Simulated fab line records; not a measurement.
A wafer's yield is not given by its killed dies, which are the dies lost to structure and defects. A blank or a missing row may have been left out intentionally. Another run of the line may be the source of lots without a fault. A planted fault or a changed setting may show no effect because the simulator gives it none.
Matching of chambers	flow sky130	SKY_VIA2_CMP_24 on cmp-01 has 4 sister chambers
The step polishes, stops on SiO2, t overpolish 20 s, target thk 0 nm. 16 wafers are shown with their chamber, then 8 later ones without.

## WAFERS, EACH WITH ITS CHAMBER
wafer	chamber	motorCurrentA (A)	overpolishRunS (s)	timeToEndpointS (s)
L767.1	3	13.7	19.989	99
L767.3	2	10.9	19.998	103
L767.4	0	10.7	20.004	100
L768.1	2	12.2	20.005	109
L768.2	3	13.3	20.004	107
L768.5	0	10.7	20.009	107
L769.2	2	10.8	19.998	102
L769.3	1	8.8	20.017	96
L769.4	0	11.2	20.016	103
L773.3	3	12.5	19.996	101
L773.4	0	11.0	20.003	103
L773.5	2	11.8	20.023	108
L774.1	1	9.2	20.004	106
L774.2	2	11.5	20.001	104
L774.5	3	12.4	20.004	108
L776.3	2	11.9	20.004	104

SIGNATURES, as means of the wafers listed above
reading	chamber 0	chamber 1	chamber 2	chamber 3	scatter within a chamber
motorCurrentA	10.900	9.000	11.517	12.975	0.503
overpolishRunS	20.00800	20.01050	20.00483	19.99825	0.00809
timeToEndpointS	103.25	101.00	105.00	103.75	3.8
Rule: for each reading, subtract the chamber's mean from the wafer's reading, divide by that reading's scatter and square the result; add these up over the readings and take the root, which gives the wafer's distance from the chamber. The wafer belongs to the nearest chamber; if the next one is less than 2 further off, it can't be placed. How the scatter is found: for the shown wafers, subtract from each reading the mean of its chamber, square and add these, divide the total by (wafers less chambers), then take the root.

## WAFERS WITHOUT THEIR CHAMBER
wafer	motorCurrentA (A)	overpolishRunS (s)	timeToEndpointS (s)
L776.5	9.0	20.015	101
L776.6	11.6	19.987	100
L783.1	11.3	20.000	105
L783.3	9.1	20.014	100
L783.6	10.7	20.001	102
L786.2	11.1	20.003	110
L786.4	12.9	19.996	105
L786.5	10.7	20.001	105

## EACH ONE'S CHAMBER
wafer	from the rows above	in truth
L776.5	1	1
L776.6	can't be placed: 2 or 0 or 3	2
L783.1	can't be placed: 2 or 0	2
L783.3	1	1
L783.6	can't be placed: 0 or 2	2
L786.2	can't be placed: 2 or 0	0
L786.4	3	3
L786.5	can't be placed: 0 or 2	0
Correct placement for 3 of the 8. Cannot be placed on the basis of these rows: 5; the candidates contain the true chamber in 5. Number placed wrongly: 0.
